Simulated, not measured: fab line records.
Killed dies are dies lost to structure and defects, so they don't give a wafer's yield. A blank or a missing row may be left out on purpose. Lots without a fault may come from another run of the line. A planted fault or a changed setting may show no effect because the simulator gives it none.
fab line records | flow sky130
record lots=5 wafers=15 lastDay=50
route steps=708 shown LOCAL_INTERCONNECT@396 CONTACT@406 METAL1@434 PAD_OPEN@708
lots with no fault: from the same line, run without faults
startH: start of the lot's first displayed wafer, in hours after the record's first day | waitH: hours elapsed since this lot's preceding step | " same as the row above | L1.1+2: one row covering several wafers at once | - value missing, or start not given | * or withheld: withheld | < > ~ a bound
route shown NAME@n: NAME is a module with steps in the file, n the number in the route of the first one | usual: mean/standard deviation of fault-free wafers | same: alike in all rows | chamber/n: place in a boat | sites: readings site by site | _std_site: the standard deviation of these | _edge_site: mean of outer sites minus mean of inner sites | radiusMm: for every site, how far away it sits from the centre of the wafer | mask NAME#n: copy n | behind: the tool/chamber that last shaped the wafer | hold: what put the lot on hold/how long, in hours/how the hold closed | device: which transistor (n, p or np) failed to switch | end of line: the same wafers' tests at the end of the route | for a step that has no rows: nothing shown but its recipe | killed: the dies lost at the first sort to structure and to defects; this is not the yield of the wafer | map: shows each die of a wafer: x if killed, . if not, _ if none is there
set.NAME: the setting the step ran with; set.NAME@STEP: the setting that earlier step ran with | model.NAME: the simulator's own value behind a step, which no gauge read
a table for each step, a row for each wafer; lots at some steps of the route
services: the hour from which a tool's chamber was out of use, counted from the record's first day as startH (under 0 if before that day), plus the number of hours and why
## steps
# step SKY_LOCAL_INTERCONNECT_PEB_09
# recipe pebTempC=withheld pebTimeS=withheld resist=KrF-thick
# step SKY_LOCAL_INTERCONNECT_DEVELOP_10
# recipe developTimeS=60 resist=KrF-thick devTempC=21
# step SKY_LOCAL_INTERCONNECT_CD_MEAS_11
# recipe targetCdNm=170
# usual cdNm=170.5/1.6
# columns lot.wafer tool chamber startH waitH cdNm
L599.1 cdSem-01 - 706.35 - 170.5
L599.4 " - " " 170.1
L599.5 " - " " 170.6
L613.2 cdSem-01 - 819.07 - 173.6
L613.4 " - " " 172.3
L613.6 " - " " 173.9
L616.1 cdSem-01 - 870.95 - 170.1
L616.4 " - " " 172.4
L616.6 " - " " 171.5
L615.2 cdSem-02 - 872.52 - 170.7
L615.5 " - " " 169.7
L615.6 " - " " 170.9
L618.3 cdSem-02 - 874.49 - 170.4
L618.4 " - " " 170.9
L618.5 " - " " 171.3
# step SKY_LOCAL_INTERCONNECT_OVL_MEAS_12
# usual LOCAL_INTERCONNECT_OVL=3/5.9
# columns lot.wafer tool chamber startH waitH LOCAL_INTERCONNECT_OVL[nm]
L599.1 overlay-02 - 706.47 0.1 6
L599.4 " - " " 8
L599.5 " - " " 7
L613.2 overlay-02 - 819.17 0.1 4
L613.4 " - " " -2
L613.6 " - " " -5
L616.1 overlay-01 - 871.07 0.1 -4
L616.4 " - " " -3
L616.6 " - " " 0
L615.2 overlay-02 - 872.62 0.1 9
L615.5 " - " " 6
L615.6 " - " " 8
L618.3 overlay-02 - 874.58 0.1 9
L618.4 " - " " 9
L618.5 " - " " 7
# step SKY_LOCAL_INTERCONNECT_ETCH_13
# recipe chemistry=N2/H2 target=BARC ionEnergyEv=200 biasW=100 pressureMtorr=30 n2FlowSccm=100 h2FlowSccm=200 icpW=500 stopOn=SiO2 timeS=45.9 targetDepthA=600
# step SKY_LOCAL_INTERCONNECT_METAL_ETCH_14
# recipe targetDepthNm=110 stopOn=PSG chemistry=Cl2/BCl3 target=TiN resistSidewallDeg=88 pressureMtorr=10 icpW=900 biasW=48.5 Cl2_flow_sccm=60 bcl3FlowSccm=30 timeS=31.4
# usual drypumpMotorCurrentA=5.4/0.46 oesProductAu=0.945/0.0077 rfFwdPowerW=888/5.9 throttleValvePct=21.899/0.009
# columns lot.wafer tool chamber startH waitH drypumpMotorCurrentA oesProductAu rfFwdPowerW rfHoursCounterH throttleValvePct
L599.1 rieMetal-01 0 706.57 0.0 4.7 0.955 877 2 21.894
L599.4 " 0 " " 4.7 0.946 872 - 21.910
L599.5 " 1 " " 5.3 0.948 893 - 21.909
L613.2 rieMetal-02 1 819.27 0.0 5.4 0.940 882 2 21.902
L613.4 " 1 " " 5.4 0.940 885 - 21.907
L613.6 " 1 " " 5.5 0.948 885 - 21.897
L616.1 rieMetal-04 0 871.17 0.0 5.3 0.939 892 2 21.896
L616.4 " 1 " " 6.3 0.957 889 - 21.898
L616.6 " 0 " " 5.3 0.953 888 - 21.878
L615.2 rieMetal-04 0 872.80 0.1 5.3 0.959 893 - 21.898
L615.5 " 0 " " 5.3 0.953 893 - 21.892
L615.6 " 0 " " 5.3 0.943 895 - 21.894
L618.3 rieMetal-01 1 874.68 0.0 5.3 0.930 893 - 21.904
L618.4 " 0 " " 4.7 0.928 878 - 21.902
L618.5 " 1 " " 5.3 0.932 894 - 21.901
# step SKY_LOCAL_INTERCONNECT_STRIP_15
# recipe chemistry=O2/N2 powerW=1400 pressureMtorr=1500 platenTempC=withheld o2FlowSccm=3000 n2FlowSccm=300 overashFraction=0.5
# step SKY_LOCAL_INTERCONNECT_STRIP_16
# recipe chemistry=postEtchResidueRemover timeS=1200 tempC=72.5
# step SKY_LOCAL_INTERCONNECT_CLEAN_17
# recipe chemistry=IPA timeS=180 tempC=25
# step SKY_LOCAL_INTERCONNECT_CLEAN_18
# recipe chemistry=O3/DIW dry=n2Spin
# step SKY_CONTACT_CVD_00
# recipe material=Si3N4 targetThkNm=75 tempC=400 timeS=withheld rfW=450
# usual heaterPowerW=687/97 rfFwdPowerW=444.0/2.3
# columns lot.wafer tool chamber startH waitH heaterPowerW rfFwdPowerW
L599.1 pecvd-02 1 707.22 0.0 560 439.0
L599.4 " 2 " " 707 445.4
L599.5 " 1 " " 582 438.7
L613.2 pecvd-02 2 819.91 0.0 761 446.9
L613.4 " 1 " " 594 438.6
L613.6 " 0 " " 601 446.1
L616.1 pecvd-01 2 871.81 0.0 857 444.5
L616.4 " 0 " " 653 444.4
L616.6 " 2 " " 850 443.4
L615.2 pecvd-03 0 873.51 0.0 727 442.6
L615.5 " 0 " " 730 444.4
L615.6 " 2 " " 881 442.3
L618.3 pecvd-01 1 875.35 0.0 640 440.4
L618.4 " 2 " " 832 442.9
L618.5 " 1 " " 642 445.2
# step SKY_CONTACT_THK_MEAS_01
# recipe reads=Si3N4_of_CONTACT_CVD_00
# usual CONTACT_CVD_00_THK=74.4/1.2
# columns lot.wafer tool chamber startH waitH CONTACT_CVD_00_THK[nm]
L599.1 filmMetro-02 - 707.25 - 73.7
L599.4 " - " " 73.8
L599.5 " - " " 74.6
L613.2 filmMetro-04 - 819.95 - 73.6
L613.4 " - " " 75.1
L613.6 " - " " 72.7
L616.1 filmMetro-03 - 871.84 - 73.3
L616.4 " - " " 75.4
L616.6 " - " " 74.0
L615.2 filmMetro-03 - 873.55 - 73.3
L615.5 " - " " 73.4
L615.6 " - " " 74.5
L618.3 filmMetro-03 - 875.40 - 73.8
L618.4 " - " " 74.8
L618.5 " - " " 75.6
# step SKY_CONTACT_HDPCVD_02
# recipe material=SiO2 targetThkNm=565 sigmaOpenFrac=0.3 timeS=94.2 tempC=600 sih4FlowSccm=60 pressureMtorr=6
# columns lot.wafer tool chamber startH waitH model.SiO2_of_CONTACT_HDPCVD_02.thkNm
L599.1 hdpcvd-02 0 707.31 0.1 568
L599.4 " 1 " " 569
L599.5 " 0 " " 569.4
L613.2 hdpcvd-02 0 820.00 0.0 558.8
L613.4 " 1 " " 320.6
L613.6 " 2 " " 563.1
L616.1 hdpcvd-01 0 871.90 0.1 562.4
L616.4 " 1 " " 561.8
L616.6 " 0 " " 563
L615.2 hdpcvd-02 1 873.60 0.0 554.6
L615.5 " 0 " " 554.8
L615.6 " 1 " " 566
L618.3 hdpcvd-02 2 875.44 0.0 567.2
L618.4 " 1 " " 565.4
L618.5 " 0 " " 556.5
# step SKY_CONTACT_THK_MEAS_03
# recipe reads=SiO2_of_CONTACT_HDPCVD_02
# usual CONTACT_HDPCVD_THK=563/6.3
# columns lot.wafer tool chamber startH waitH hold CONTACT_HDPCVD_THK[nm]
L599.1 filmMetro-03 - 707.38 0.0 - 568
L599.4 " - " " - 569
L599.5 " - " " - 569
L613.2 filmMetro-02 - 820.08 0.0 awaitDispo/0.2h/release 559
L613.4 " - " " awaitDispo/0.2h/release 321
L613.6 " - " " awaitDispo/0.2h/release 563
L613.2 filmMetro-02 - 820.31 0.2 - 559
L613.4 " - " " - 320
L613.6 " - " " - 564
L616.1 filmMetro-04 - 871.97 0.0 - 562
L616.4 " - " " - 562
L616.6 " - " " - 563
L615.2 filmMetro-04 - 873.68 0.0 - 555
L615.5 " - " " - 555
L615.6 " - " " - 566
L618.3 filmMetro-04 - 875.53 0.1 - 567
L618.4 " - " " - 565
L618.5 " - " " - 557
# step SKY_CONTACT_CMP_04
# recipe material=SiO2 downForcePsi=4 platenRpm=60 padVelocityMS=0.94248
# usual motorCurrentA=12.1/1.1 timeToEndpointS=81/5.9
# columns lot.wafer tool chamber startH waitH hold motorCurrentA timeToEndpointS
L599.1 cmp-02 1 707.49 0.1 - 11.3 82
L599.4 " 3 " " - 10.0 77
L599.5 " 1 " " - 11.1 82
L613.4 cmp-01 1 821.90 1.6 awaitDispo/1.1h/release 11.5 47
L613.2 " 2 " " awaitDispo/1.1h/release 13.0 78
L613.6 " 3 " " awaitDispo/1.1h/release 13.8 86
L616.4 cmp-02 3 872.13 0.1 - 10.8 76
L616.1 " 0 " " - 12.9 81
L616.6 " 2 " " - 11.5 75
L615.2 cmp-01 3 873.73 0.0 - 14.0 83
L615.6 " 3 " " - 14.1 86
L615.5 " 0 " " - 12.9 79
L618.4 cmp-01 2 875.57 0.0 - 12.8 85
L618.3 " 3 " " - 14.1 93
L618.5 " 3 " " - 14.0 91
# step SKY_CONTACT_BOW_MEAS_05
# recipe mode=bow
# usual CONTACT_BOW=82/7.2
# columns lot.wafer tool chamber startH waitH hold CONTACT_BOW[um]
L599.1 filmMetro-04 - 707.74 0.2 - 85
L599.4 " - " " - 89
L599.5 " - " " - 75
L613.2 filmMetro-03 - 822.12 0.1 awaitDispo/0.2h/release 87
L613.4 " - " " awaitDispo/0.2h/release 83
L613.6 " - " " awaitDispo/0.2h/release 72
L613.2 filmMetro-03 - 822.45 0.3 - -
L613.4 " - " " - -
L613.6 " - " " - -
L616.1 filmMetro-03 - 872.33 0.1 - 85
L616.4 " - " " - 93
L616.6 " - " " - 81
L615.2 filmMetro-03 - 874.05 0.3 - 102
L615.5 " - " " - 74
L615.6 " - " " - 99
L618.3 filmMetro-03 - 875.91 0.2 - 78
L618.4 " - " " - 83
L618.5 " - " " - 85
# step SKY_CONTACT_HMDS_07
# recipe primeTimeS=60 primeTempC=120
# step SKY_CONTACT_COAT_08
# recipe resist=BARC tempC=withheld timeS=withheld spinRpm=3000 resistThkNm=60
# step SKY_CONTACT_COAT_09
# recipe resist=KrF-thick spinRpm=3000 resistThkNm=446
# step SKY_CONTACT_SOFTBAKE_10
# recipe tempC=100 timeS=90 resist=KrF-thick
# step SKY_CONTACT_EXPOSE_11
# recipe maskId=CTM1 na=0.8 sourceShape=annular sigmaInner=0.55 sigmaOuter=0.85 targetCdNm=170 doseMj=38.38
# step SKY_CONTACT_PEB_12
# recipe pebTempC=withheld pebTimeS=withheld resist=KrF-thick
# step SKY_CONTACT_DEVELOP_13
# recipe developTimeS=60 resist=KrF-thick devTempC=21
# step SKY_CONTACT_CD_MEAS_14
# recipe targetCdNm=170
# usual cdNm=169.9/1.3
# columns lot.wafer tool chamber startH waitH cdNm
L599.1 cdSem-02 - 734.70 - 170.3
L599.4 " - " " 169.0
L599.5 " - " " 169.6
L613.2 cdSem-01 - 846.97 - 170.9
L613.4 " - " " 171.2
L613.6 " - " " 170.4
L616.1 cdSem-02 - 898.48 - 169.9
L616.4 " - " " 170.5
L616.6 " - " " 171.2
L615.2 cdSem-02 - 899.82 - 167.8
L615.5 " - " " 169.2
L615.6 " - " " 169.7
L618.3 cdSem-01 - 901.74 - 172.6
L618.4 " - " " 170.9
L618.5 " - " " 172.3
# step SKY_CONTACT_OVL_MEAS_15
# usual CONTACT_OVL=-1/5.2
# columns lot.wafer tool chamber startH waitH CONTACT_OVL[nm]
L599.1 overlay-01 - 734.82 0.1 1
L599.4 " - " " -3
L599.5 " - " " 1
L613.2 overlay-02 - 847.08 0.1 4
L613.4 " - " " 5
L613.6 " - " " -3
L616.1 overlay-02 - 898.60 0.1 -8
L616.4 " - " " -9
L616.6 " - " " -12
L615.2 overlay-02 - 899.93 0.1 1
L615.5 " - " " 2
L615.6 " - " " 1
L618.3 overlay-02 - 901.84 0.1 1
L618.4 " - " " -3
L618.5 " - " " 0
# step SKY_CONTACT_ETCH_16
# recipe chemistry=N2/H2 target=BARC ionEnergyEv=200 sourceW=500 biasW=100 pressureMtorr=30 n2FlowSccm=100 h2FlowSccm=200 stopOn=SiO2 timeS=45.9 targetDepthA=600
# step SKY_CONTACT_ETCH_17
# recipe target=SiO2 chemistry=C4F8/O2/Ar stopOn=Si3N4 maskMaterial=KrF-thick sourceW=1500 biasW=1200 pressureMtorr=40 c4f8FlowSccm=withheld O2_flow_sccm=6 Ar_flow_sccm=300 timeS=withheld targetDepthA=3400
# usual oesProductAu=0.891/0.005 rfFwdPowerW=1489/6.4
# columns lot.wafer tool chamber startH waitH oesProductAu rfFwdPowerW model.etch.depthNm model.CONTACT.featureDepthNm
L599.1 rieDiel-04 1 734.90 0.0 0.887 1496 339 339
L599.4 " 2 " " 0.894 1490 338.1 338.1
L599.5 " 3 " " 0.890 1483 340.2 340.2
L613.2 rieDiel-04 2 847.15 0.0 0.891 1491 337.6 337.6
L613.4 " 3 " " 0.862 1493 320.6 320.6
L613.6 " 1 " " 0.886 1490 339.5 339.5
L616.1 rieDiel-04 1 898.68 0.0 0.889 1489 339.5 339.5
L616.4 " 2 " " 0.883 1493 338.2 338.2
L616.6 " 0 " " 0.879 1484 336 336
L615.2 rieDiel-04 2 900.00 0.0 0.895 1496 342 342
L615.5 " 1 " " 0.899 1494 340.8 340.8
L615.6 " 0 " " 0.892 1481 341 341
L618.3 rieDiel-04 1 901.90 0.0 0.888 1484 341.8 341.8
L618.4 " 3 " " 0.887 1492 339.9 339.9
L618.5 " 2 " " 0.895 1488 342.9 342.9
# step SKY_CONTACT_ETCH_18
# recipe target=Si3N4 chemistry=CHF3/O2 stopOn=TiN sourceW=600 biasW=200 pressureMtorr=40 chf3FlowSccm=50 O2_flow_sccm=5 timeS=39 targetDepthA=750
# usual drypumpMotorCurrentA=5.5/0.48 oesProductAu=0.850/0.0085 rfFwdPowerW=593.5/2.8 throttleValvePct=8.792/0.0088
# columns lot.wafer tool chamber startH waitH drypumpMotorCurrentA oesProductAu rfFwdPowerW rfHoursCounterH throttleValvePct
L599.1 rieDiel-04 1 - - 5.6 0.835 596.1 5 8.777
L599.4 " 2 " " 6.1 0.847 594.0 7 8.782
L599.5 " 3 " " 5.1 0.850 595.1 - 8.792
L613.2 rieDiel-04 2 - - 6.1 0.845 595.1 10 8.798
L613.4 " 3 " " 5.1 0.858 592.1 10 8.816
L613.6 " 1 " " 5.6 0.836 598.1 - 8.788
L616.1 rieDiel-04 1 - - 5.6 0.846 594.1 10 8.786
L616.4 " 2 " " 6.2 0.858 595.0 11 8.797
L616.6 " 0 " " 4.8 0.856 587.9 - 8.805
L615.2 rieDiel-04 2 - - 6.1 0.846 598.8 11 8.786
L615.5 " 1 " " 5.6 0.840 595.2 - 8.796
L615.6 " 0 " " 4.8 0.850 593.2 - 8.788
L618.3 rieDiel-04 1 - - 5.6 0.852 594.5 10 8.791
L618.4 " 3 " " 5.1 0.850 593.4 12 8.804
L618.5 " 2 " " 6.1 0.853 595.2 - 8.779
# step SKY_CONTACT_STRIP_19
# recipe chemistry=O2/N2 powerW=1400 pressureMtorr=1500 platenTempC=withheld o2FlowSccm=3000 n2FlowSccm=300 overashFraction=0.5
# usual drypumpMotorCurrentA=5.5/0.37 oesProductAu=0.379/0.0046 stripTimeToEndpointS=3.56/0.038
# columns lot.wafer tool chamber startH waitH drypumpMotorCurrentA oesProductAu rfHoursCounterH stripTimeToEndpointS
L599.1 plasmaAsher-01 1 734.99 - 4.9 0.377 95 3.51
L599.4 " 0 " " 5.6 0.381 - 3.52
L599.5 " 0 " " 5.6 0.380 - 3.54
L613.2 plasmaAsher-02 0 847.24 - 5.4 0.376 73 3.53
L613.4 " 0 " " 5.4 0.381 - 3.60
L613.6 " 1 " " 5.2 0.376 - 3.52
L616.1 plasmaAsher-02 1 898.77 - 5.2 0.383 78 3.53
L616.4 " 0 " " 5.4 0.373 - 3.50
L616.6 " 0 " " 5.4 0.384 - 3.60
L615.2 plasmaAsher-01 0 900.09 - 5.6 0.383 112 3.52
L615.5 " 1 " " 4.9 0.380 - 3.51
L615.6 " 0 " " 5.5 0.382 - 3.56
L618.3 plasmaAsher-04 1 902.03 - 6.1 0.380 - 3.52
L618.4 " 0 " " 5.8 0.384 - 3.55
L618.5 " 0 " " 5.8 0.380 - 3.53
# step SKY_CONTACT_STRIP_20
# recipe chemistry=postEtchResidueRemover timeS=1200 tempC=72.5
# step SKY_CONTACT_CLEAN_21
# recipe chemistry=IPA timeS=180 tempC=25
# step SKY_CONTACT_CLEAN_22
# recipe chemistry=O3/DIW dry=n2Spin
# step SKY_CONTACT_SPUTTER_23
# recipe material=TiN targetThkNm=20 chamberPressurePa=5 powerW=4000 timeS=80
# step SKY_CONTACT_CVD_24
# recipe material=W targetThkNm=340 timeS=102.12 tempC=400 pressureTorr=40
# step SKY_CONTACT_RS_MEAS_25
# recipe thkMeasGauge=four-point-probe reads=W_of_CONTACT_CVD_24+TiN_of_CONTACT_SPUTTER_23
# usual CONTACT_W_RS=0.337/0.0038
# columns lot.wafer tool chamber startH waitH CONTACT_W_RS[ohm/sq]
L599.1 filmMetro-03 - 735.76 0.1 0.333
L599.4 " - " " 0.331
L599.5 " - " " 0.336
L613.2 filmMetro-03 - 848.03 0.1 0.343
L613.4 " - " " 0.339
L613.6 " - " " 0.336
L616.1 filmMetro-04 - 899.57 0.1 0.342
L616.4 " - " " 0.334
L616.6 " - " " 0.340
L615.2 filmMetro-03 - 900.91 0.1 0.332
L615.5 " - " " 0.333
L615.6 " - " " 0.336
L618.3 filmMetro-03 - 902.80 0.1 0.334
L618.4 " - " " 0.337
L618.5 " - " " 0.335
# step SKY_CONTACT_THK_MEAS_26
# recipe thkMeasGauge=xrf reads=W_of_CONTACT_CVD_24
# usual CONTACT_W_THK=339/4.6
# columns lot.wafer tool chamber startH waitH CONTACT_W_THK[nm]
L599.1 filmMetro-03 - 735.88 0.1 346
L599.4 " - " " 348
L599.5 " - " " 343
L613.2 filmMetro-03 - 848.14 0.1 335
L613.4 " - " " 340
L613.6 " - " " 342
L616.1 filmMetro-04 - 899.69 0.1 331
L616.4 " - " " 338
L616.6 " - " " 333
L615.2 filmMetro-03 - 901.02 0.1 350
L615.5 " - " " 343
L615.6 " - " " 340
L618.3 filmMetro-03 - 902.90 0.1 343
L618.4 " - " " 342
L618.5 " - " " 342
# step SKY_CONTACT_CMP_27
# recipe stopOn=SiO2 tOverpolishS=15 downForcePsi=3.5 platenRpm=60 targetThkNm=0 padVelocityMS=0.94248
# step SKY_METAL1_SPUTTER_00
# recipe material=Ti targetThkNm=15 powerW=3000 timeS=10 chamberPressurePa=0.4
# step SKY_METAL1_SPUTTER_01
# recipe material=TiN targetThkNm=20 powerW=6500 timeS=16.7 chamberPressurePa=0.4
# usual throttleValvePct=29.8/1.2
# columns lot.wafer tool chamber startH waitH throttleValvePct
L599.1 pvdSputter-03 - 736.26 0.0 29.6
L599.4 " - " " 28.1
L599.5 " - " " 31.3
L613.2 pvdSputter-02 - 848.51 0.0 29.4
L613.4 " - " " 30.5
L613.6 " - " " 32.0
L616.1 pvdSputter-04 - 900.07 0.0 27.6
L616.4 " - " " 29.2
L616.6 " - " " 30.8
L615.2 pvdSputter-02 - 901.39 0.0 30.1
L615.5 " - " " 30.6
L615.6 " - " " 30.6
L618.3 pvdSputter-02 - 903.27 0.0 30.3
L618.4 " - " " 31.8
L618.5 " - " " 30.4
# step SKY_METAL1_SPUTTER_02
# recipe material=AlCu targetThkNm=250 powerW=10600 timeS=13.3 chamberPressurePa=0.4
# step SKY_METAL1_SPUTTER_03
# recipe material=Ti targetThkNm=5 powerW=3000 timeS=3.3 chamberPressurePa=0.4
# step SKY_METAL1_METAL_ETCH_19
# recipe targetDepthA=3600 stopOn=SiO2 overEtchFrac=0.3 timeS=78 chemistry=Cl2/BCl3 resistSidewallDeg=88 pressureMtorr=10 icpW=873.1 biasW=48.5 Cl2_flow_sccm=60 bcl3FlowSccm=30
# usual drypumpMotorCurrentA=5.4/0.44 oesProductAu=0.855/0.007 rfFwdPowerW=866/3.8 throttleValvePct=22.264/0.0083
# columns lot.wafer tool chamber startH waitH drypumpMotorCurrentA oesProductAu rfFwdPowerW rfHoursCounterH throttleValvePct model.SiO2_of_CONTACT_HDPCVD_02.thkNm
L599.1 rieMetal-01 0 763.80 0.0 4.7 0.854 863 3 22.254 324.9
L599.4 " 0 " " 4.7 0.854 866 - 22.260 324
L599.5 " 1 " " 5.3 0.856 872 - 22.258 326
L613.2 rieMetal-02 0 873.71 0.0 5.5 0.859 867 11 22.258 323.7
L613.4 " 1 " " 5.4 0.854 862 - 22.273 306.7
L613.6 " 1 " " 5.4 0.852 862 - 22.259 325.7
L616.1 rieMetal-02 1 925.11 0.0 5.4 0.852 864 7 22.251 325.8
L616.4 " 1 " " 5.4 0.845 862 - 22.263 324.5
L616.6 " 1 " " 5.4 0.860 867 - 22.280 322.3
L615.2 rieMetal-01 1 926.65 0.0 5.3 0.867 870 16 22.274 327.9
L615.5 " 1 " " 5.3 0.863 868 - 22.256 326.9
L615.6 " 0 " " 4.7 0.851 860 - 22.267 326.7
L618.3 rieMetal-03 1 928.09 0.1 6.0 0.858 867 - 22.282 328.1
L618.4 " 0 " " 5.7 0.847 867 - 22.256 326.1
L618.5 " 1 " " 6.0 0.854 863 - 22.262 329.2
# step SKY_PAD_OPEN_PROBE_99
# columns lot.wafer tool chamber startH waitH model.etest.met1Comb.leakLog10AUm
L599.1 prober-02 - 1072.42 0.1 -12
L599.4 prober-02 - 1072.57 0.2 -12.14
L599.5 prober-02 - 1072.62 0.2 -11.96
L613.2 prober-02 - 1157.72 0.1 -11.99
L613.4 prober-02 - 1157.82 0.2 -7.229
L613.6 prober-02 - 1157.92 0.2 -12.22
L616.1 prober-02 - 1191.04 0.1 -12.07
L616.4 prober-02 - 1191.19 0.2 -12.17
L616.6 prober-02 - 1191.29 0.2 -12.03
L615.2+5 prober-01 - 1194.35 0.1 -11.88
L615.6 prober-01 - 1194.55 0.2 -11.96
L618.3+5 prober-02 - 1195.12 0.2 -12.08
L618.4 prober-02 - 1195.17 0.2 -12.04
# killed by level:class
L599.1 CONTACT:geometricParticle:open=12 VIA1:geometricParticle:open=11 CONTACT:geometricParticle:short=9 VIA3:geometricParticle:open=8 VIA1:geometricParticle:short=5 METAL2:geometricParticle:short=5 VIA2:geometricParticle:open=5 LI_CONTACT:geometricParticle:open=4
L599.4 VIA1:geometricParticle:open=11 METAL1:geometricParticle:short=8 VIA3:geometricParticle:open=8 VIA2:geometricParticle:short=6 LI_CONTACT:geometricParticle:short=5 CONTACT:geometricParticle:short=5 FIELD_ISO:geometricParticle:open=4 LI_CONTACT:geometricParticle:open=4
L599.5 VIA1:geometricParticle:open=9 METAL1:geometricParticle:short=9 POLY_GATE:geometricParticle:short=6 LI_CONTACT:geometricParticle:open=6 CONTACT:geometricParticle:open=6 VIA2:geometricParticle:open=6 LI_CONTACT:geometricParticle:short=5 METAL2:geometricParticle:short=5
L616.1 CONTACT:geometricParticle:open=12 LI_CONTACT:geometricParticle:open=11 VIA3:geometricParticle:open=10 VIA1:geometricParticle:open=8 METAL3:geometricParticle:short=7 FIELD_ISO:geometricParticle:open=6 LI_CONTACT:geometricParticle:short=5 LOCAL_INTERCONNECT:geometricParticle:short=5
L616.4 VIA1:geometricParticle:open=10 CONTACT:geometricParticle:open=9 VIA1:geometricParticle:short=9 VIA3:geometricParticle:open=7 CONTACT:geometricParticle:short=6 METAL2:geometricParticle:short=6 VIA2:geometricParticle:open=6 LI_CONTACT:geometricParticle:open=5
L616.6 VIA2:geometricParticle:open=9 CONTACT:geometricParticle:open=8 FIELD_ISO:geometricParticle:open=6 VIA1:geometricParticle:open=6 POLY_GATE:geometricParticle:short=5 LI_CONTACT:geometricParticle:open=5 LOCAL_INTERCONNECT:geometricParticle:short=5 VIA2:geometricParticle:short=5
L615.2 VIA1:geometricParticle:open=11 CONTACT:geometricParticle:open=10 METAL4:geometricParticle:short=8 VIA1:geometricParticle:short=6 LI_CONTACT:geometricParticle:open=5 VIA2:geometricParticle:open=5 LOCAL_INTERCONNECT:geometricParticle:short=4 CONTACT:geometricParticle:short=4
L615.5 VIA1:geometricParticle:open=9 LI_CONTACT:geometricParticle:open=7 FIELD_ISO:geometricParticle:short=6 CONTACT:geometricParticle:open=5 VIA2:geometricParticle:open=5 POLY_GATE:geometricParticle:short=4 VIA1:geometricParticle:short=4 VIA3:geometricParticle:open=4
L615.6 LI_CONTACT:geometricParticle:open=11 VIA1:geometricParticle:open=7 VIA1:geometricParticle:short=7 VIA3:geometricParticle:open=5 METAL1:geometricParticle:open=4 VIA2:geometricParticle:open=4 POLY_GATE:geometricParticle:open=3 CONTACT:geometricParticle:open=3
L618.3 VIA1:geometricParticle:open=10 LI_CONTACT:geometricParticle:open=8 METAL2:geometricParticle:short=7 VIA2:geometricParticle:open=6 CONTACT:geometricParticle:open=6 VIA3:geometricParticle:open=6 METAL3:geometricParticle:short=5 FIELD_ISO:geometricParticle:short=4
L618.4 LI_CONTACT:geometricParticle:open=9 METAL1:geometricParticle:short=9 VIA1:geometricParticle:open=9 VIA3:geometricParticle:open=8 CONTACT:geometricParticle:open=6 VIA2:geometricParticle:open=5 FIELD_ISO:geometricParticle:short=4 FIELD_ISO:geometricParticle:open=4
L618.5 VIA1:geometricParticle:open=18 LI_CONTACT:geometricParticle:open=11 CONTACT:geometricParticle:open=8 LOCAL_INTERCONNECT:geometricParticle:short=6 VIA1:geometricParticle:short=6 VIA2:geometricParticle:open=6 METAL1:geometricParticle:short=5 METAL2:geometricParticle:short=4
## services
# columns tool chamber startH hours kind
pecvd-01 2 684.24 2.6 repair
cmp-01 - 692.35 11.5 repair
pvdSputter-03 - 700.15 1.3 repair
rieDiel-04 1 701.69 6.6 repair
rieDiel-04 2 704.91 8.3 repair
pecvd-01 - 709.27 6.0 pm
pvdSputter-04 - 718.09 1.4 repair
pecvd-01 - 721.10 0.5 repair
cmp-02 - 741.39 12.4 pm
rieMetal-04 1 741.73 2.8 repair
hdpcvd-02 2 743.61 2.0 repair
plasmaAsher-01 - 751.68 2.3 repair
cmp-02 - 753.75 4.0 pm
hdpcvd-02 1 756.72 4.3 repair
pecvd-01 - 760.72 0.5 repair
pvdSputter-02 - 778.47 1.8 repair
cmp-01 - 808.40 0.9 repair
rieDiel-04 0 819.41 6.5 repair
plasmaAsher-02 - 828.09 0.5 repair
cmp-01 - 838.76 1.9 repair
cmp-02 - 863.31 6.6 pm
pvdSputter-02 - 890.07 5.1 repair
cmp-01 - 912.00 4.0 pm
cmp-01 - 914.24 1.6 repair
## key
firstSign step=SKY_CONTACT_THK_MEAS_03 reading=visit direction=added
effect step=SKY_CONTACT_THK_MEAS_03 reading=CONTACT_HDPCVD_THK direction=down sigmas=39 usual=563 struck=321
effect step=SKY_CONTACT_CMP_04 reading=timeToEndpointS direction=down sigmas=5.7 usual=* struck=*
effect step=SKY_CONTACT_BOW_MEAS_05 reading=visit direction=added
effect step=SKY_CONTACT_ETCH_17 reading=oesProductAu direction=down sigmas=5.7 usual=0.891 struck=0.862
modelEffect step=SKY_CONTACT_HDPCVD_02 value=SiO2_of_CONTACT_HDPCVD_02.thkNm without=569.9 struck=320.6
modelEffect step=SKY_CONTACT_ETCH_17 value=etch.depthNm without=338.3 struck=320.6
modelEffect step=SKY_METAL1_METAL_ETCH_19 value=SiO2_of_CONTACT_HDPCVD_02.thkNm without=324.5 struck=306.7
modelEffect step=SKY_PAD_OPEN_PROBE_99 value=etest.met1Comb.leakLog10AUm without=-12.08 struck=-7.229
metAt SKY_CONTACT_HDPCVD_02
struckWafers L613.4
sortLeftOut L613.4
testerLeftOut L613
onsetBetween 707.31 820.00
fault kind=processParameterDrift tool=hdpcvd-02 chamber=1 onsetH=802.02 steps=SKY_CONTACT_HDPCVD_02 channel=targetThkNm offset=-249.39 shape=step endH=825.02 actsIn=theseRecipesOnly stated=565
# testerLeftOut: of these lots the tester's yield and bins aren't shown, on N5 and GAA mostly nor the transistor test; their killed dies are dies lost to structure and defects alone, not to doping, threshold or leakage, so they don't give the yield
# sortLeftOut: the simulated sort isn't trusted on such a fault, so these wafers' sort isn't shown, and their yield isn't known
